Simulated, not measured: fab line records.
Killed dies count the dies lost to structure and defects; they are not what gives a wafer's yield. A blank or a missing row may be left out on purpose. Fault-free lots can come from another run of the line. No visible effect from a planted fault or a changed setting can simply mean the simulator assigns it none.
Which tool was responsible? | flow sky130 | 11 lots, 33 wafers sampled, at 2 steps of a route of 708

## WHAT EACH GAUGE READ, for each wafer
SKY_NWELL_TW_MEAS_15.
lot  | measured     | on            | NWELL_TW
L539 | day 5 02:35  | film metro-03 | 1848 1846 1838
L540 | day 5 06:40  | film metro-03 | 1855 1851 1847
L541 | day 5 13:21  | film metro-01 | 1801 1787 1803
L542 | day 5 17:27  | film metro-02 | 1840 1834 1825
L544 | day 6 11:44  | film metro-03 | 1849 1845 1848
L547 | day 7 04:33  | film metro-03 | 1849 1864 1862
L553 | day 8 13:19  | film metro-03 | 2088 2084 2086 2087 2085 2084
L555 | day 8 22:11  | film metro-03 | 1844 1854 1854
L556 | day 9 05:25  | film metro-01 | 2026 2020 2019 2011 2021 2023
L559 | day 9 21:55  | film metro-03 | 1849 1837 1841
L560 | day 10 11:58 | film metro-01 | 1799 1807 1795

## WHICH TOOL RAN EACH LOT (tool, then ch and the chambers of the sampled wafers, then the start)
lot  | SKY_NWELL_IMPLANT_11
L539 | implanter-04 ch 0, day 5 02:04
L540 | implanter-02 ch 0, day 5 06:07
L541 | implanter-04 ch 0, day 5 12:48
L542 | implanter-03 ch 0, day 5 16:54
L544 | implanter-02 ch 0, day 6 11:13
L547 | implanter-04 ch 0, day 7 04:00
L553 | implanter-04 ch 0, day 8 12:46
L555 | implanter-02 ch 0, day 8 21:39
L556 | implanter-04 ch 0, day 9 04:52
L559 | implanter-03 ch 0, day 9 21:22
L560 | implanter-02 ch 0, day 10 11:25
- SKY_NWELL_IMPLANT_11

## THE ANSWER, worked out from the rows above alone
Rule: the lots themselves supply what counts as usual. Put in order of their means at a reading, lots are off if they are a third of the lots or fewer, leave a main group of 4 or more, and stand apart from it by a gap of 3 or more times the standard deviation of the main group's means; of several such gaps the widest counts. Not used: any main group whose means are identical at the precision the tables above print for the reading. Also off: a lot with no number at a reading for which 4 or more lots have one. The other lots that the step has rows for count as sound.
Off: L553, L556, seen at SKY_NWELL_TW_MEAS_15 (NWELL_TW). The main group: mean 1836, standard deviation 21.
A tool fits if, at a process step before that reading, it ran every lot that is off, and no sound lot after the first of them. The gauges at SKY_NWELL_TW_MEAS_15 are tried like those tools. One fits: SKY_NWELL_IMPLANT_11 on implanter-04. Its last sound lot is L547 (day 7 04:00), its first lot that is off L553 (day 8 12:46): a fault that began between those two fits.

## WHAT THE SIMULATOR PUT IN
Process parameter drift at SKY_NWELL_IMPLANT_11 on implanter-04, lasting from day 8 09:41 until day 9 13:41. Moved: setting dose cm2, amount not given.
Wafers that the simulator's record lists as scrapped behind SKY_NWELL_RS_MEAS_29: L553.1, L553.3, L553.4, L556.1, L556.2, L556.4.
Shown lots that were struck: L553, L556. The rule above reached the same finding.
